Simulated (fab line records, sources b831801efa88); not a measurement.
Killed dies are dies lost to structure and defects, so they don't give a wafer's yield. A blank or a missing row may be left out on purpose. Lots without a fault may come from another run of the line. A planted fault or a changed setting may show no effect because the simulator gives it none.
A struck lot beside a sound one | flow sky130 | 17 steps out of a route of 708
Sound: wafers L947.1, L947.2, L947.3. Struck: wafers L942.1, L942.4, L942.5. The cause comes at the end.
At each step with rows: each side's tool, then ch and its chambers, then its first start. Under that, the readings that differ: sound wafers | struck wafers | difference of the means | sigmas: that difference in standard deviations of wafers without a fault.
alike: readings whose means differ by less than 2 such deviations, and words and numbers that are the same on both sides. not compared: withheld readings, readings that some wafer has no value for, bounds like >300 that may hide the same value, and numbers for which the record gives no deviation and whose values overlap.
The two part at a step that has a row with sigmas, a row that says differs or no value, or rows on one side only. Numbers that don't overlap but have no deviation are shown without sigmas and don't part them. A reading that every wafer of one side lacks parts them only if that side has two wafers or more.

first, 1 step without rows for these wafers: SKY_SD_P_DEVELOP_06 (develop time 60 s).
SKY_SD_P_CD_MEAS_07: target cd 380 nm.
  sound on cd_sem-01, day 31 03:40; struck on cd_sem-01, day 29 15:04
  alike: cd_nm
SKY_SD_P_OVL_MEAS_08:
  sound on overlay-02, day 31 03:47; struck on overlay-02, day 29 15:11
  alike: SD_P_OVL
then, 1 step without rows for these wafers: SKY_SD_P_IMPLANT_09.
SKY_SD_P_STRIP_10: strips in O2/N2.
  sound on plasma_asher-02 ch 0,1, day 31 03:58; struck on plasma_asher-03 ch 0,1, day 29 15:22
  alike: drypump_motor_current_A, oes_product_au, strip_time_to_endpoint_s
  not compared: rf_hours_counter_h
SKY_SD_P_TW_MEAS_11:
  sound on film_metro-04, day 31 04:04; struck on film_metro-04, day 29 15:28
  alike: SD_P_TW
then, 6 steps without rows for these wafers: SKY_RES_XHIGH_DEHYDRATE_00 (time 60 s); SKY_RES_XHIGH_HMDS_01 (prime time 60 s); SKY_RES_XHIGH_COAT_02 (resist thk 1140 nm); SKY_RES_XHIGH_SOFTBAKE_03 (time 60 s); SKY_RES_XHIGH_EXPOSE_04 (exposes mask URPM, target cd 1270 nm); SKY_RES_XHIGH_PEB_05.
SKY_RES_XHIGH_DEVELOP_06: develop time 60 s.
  sound on litho_track-03 ch 0, day 32 07:05; struck on litho_track-03, day 30 20:14
  no value came back on the struck wafers for chill_plate_temp_C (C), develop_time_s (s); on the sound wafers chill_plate_temp_C (C) reads 22.96 23.01 23.23
then, 1 step without rows for these wafers: SKY_RES_XHIGH_IMPLANT_07.
SKY_RES_XHIGH_STRIP_08: strips in O2/N2.
  sound on plasma_asher-04 ch 0,1, day 32 07:23; struck on plasma_asher-02 ch 1, day 30 20:32
  reading                     | sound       | struck      | difference | sigmas
  drypump_motor_current_A (A) | 6.4 6.1 6.4 | 5.2 5.2 5.1 | -1.1       | -2
  alike: oes_product_au, strip_time_to_endpoint_s
  not compared: rf_hours_counter_h
SKY_RES_XHIGH_TW_MEAS_09:
  sound on film_metro-01, day 32 07:29; struck on film_metro-02, day 30 20:38
  reading      | sound          | struck   | difference | sigmas
  RES_XHIGH_TW | 1628 1619 1626 | 30 30 30 | -1594      | -99 or more
then, 1 step without rows for these wafers: SKY_SD_N_DEHYDRATE_00 (time 60 s).

WHERE THEY PART
First at SKY_RES_XHIGH_DEVELOP_06; last, within this record, at SKY_RES_XHIGH_TW_MEAS_09.

WHY: what the simulator had put in
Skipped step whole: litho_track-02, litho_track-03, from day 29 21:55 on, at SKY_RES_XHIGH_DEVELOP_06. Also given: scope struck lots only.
